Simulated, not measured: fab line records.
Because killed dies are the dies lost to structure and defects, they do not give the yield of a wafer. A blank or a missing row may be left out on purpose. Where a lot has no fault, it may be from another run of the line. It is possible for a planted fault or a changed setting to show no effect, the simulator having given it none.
2 desks looking at one fault + flow gf180mcu + numbers are kept per desk, each desk with only its own; the story behind them comes last

## AT THE METROLOGY DESK
Means of the sampled wafers that have a number, per lot and without regard to the tool the lot ran on: this is what the gauges read. If a lot's mean is further than 4 standard deviations from the usual mean, the lot is out of limits and carries the mark OUT (the distance appears in the brackets).
Columns: A = HV_LDD_03_OVL at GF_HV_LDD_OVL_MEAS_47, usual 0.3 nm; B = SALICIDE_TIN_RS at GF_SALICIDE_RS_MEAS_04, usual 16.4 ohm/sq
| lot  | first seen here | A    | B               |
|------|-----------------|------|-----------------|
| L241 | day 12 10:29    | -1.3 | 16.0            |
| L242 | day 12 12:47    | -0.3 | 16.2            |
| L243 | day 12 17:41    | -0.7 | 16.2            |
| L244 | day 13 07:02    | 2.6  | 16.6            |
| L246 | day 14 00:26    | 0.4  | 16.7            |
| L248 | day 14 19:05    | 0.6  | 16.0            |
| L249 | day 15 00:59    | 0.7  | 15.8            |
| L250 | day 15 07:43    | -0.8 | 16.2            |
| L251 | day 15 17:59    | -0.4 | 16.0            |
| L252 | day 16 01:41    | 2.4  | 14.3 (-6.1) OUT |
| L255 | day 16 22:40    | 3.3  | 13.8 (-7.8) OUT |
| L261 | day 19 13:40    | 0.8  | 16.3            |
| L263 | day 19 23:02    | 1.0  | 16.1            |
| L264 | day 20 07:14    | 0.5  | 16.9            |
Per this desk, out of limits: L252, L255; the first was L252, day 19 06:32 (SALICIDE_TIN_RS at GF_SALICIDE_RS_MEAS_04). L241, L242, L243, L244, L246, L248, L249, L250, L251, L261, L263, L264 stayed within limits.

## AT THE TOOL OWNER'S DESK: pvdSputter-03
The tool's own readings at GF_SALICIDE_SPUTTER_02 (material Co, target thk 10 nm, time 20 s): means of the sampled wafers that have a number, for each lot that ran on this tool. If a lot's mean is further than 4 standard deviations from the usual mean, the lot is out of limits and carries the mark OUT (the distance appears in the brackets).
Columns: A = throttleValvePct at GF_SALICIDE_SPUTTER_02, usual 29.6 %
| lot  | first seen here | A    |
|------|-----------------|------|
| L241 | day 15 03:55    | 30.0 |
| L243 | day 15 12:25    | 29.7 |
| L250 | day 18 10:00    | 29.2 |
| L251 | day 18 20:19    | 29.8 |
| L252 | day 19 06:27    | 29.3 |
| L255 | day 20 03:25    | 29.0 |
| L263 | day 23 02:16    | 29.2 |
This desk's finding: nothing out of limits on any of the 7 lots.

## BROUGHT TOGETHER
L252, L255 would have let the metrology desk raise an alarm at day 19 06:32.
The tool owner's desk saw nothing out of limits.
Tool owner's desk: L252, L255 on record, inside its limits.
On pvdSputter-03, each named lot ran GF_SALICIDE_SPUTTER_02.

## WHAT HAD BEEN PUT IN BY THE SIMULATOR
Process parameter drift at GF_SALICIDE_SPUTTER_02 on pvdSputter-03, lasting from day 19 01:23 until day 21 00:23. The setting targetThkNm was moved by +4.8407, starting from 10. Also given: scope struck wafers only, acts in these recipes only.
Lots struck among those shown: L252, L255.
Per desk, hours elapsed from the start of the fault to the first reading out of limits: for the metrology desk, 5.
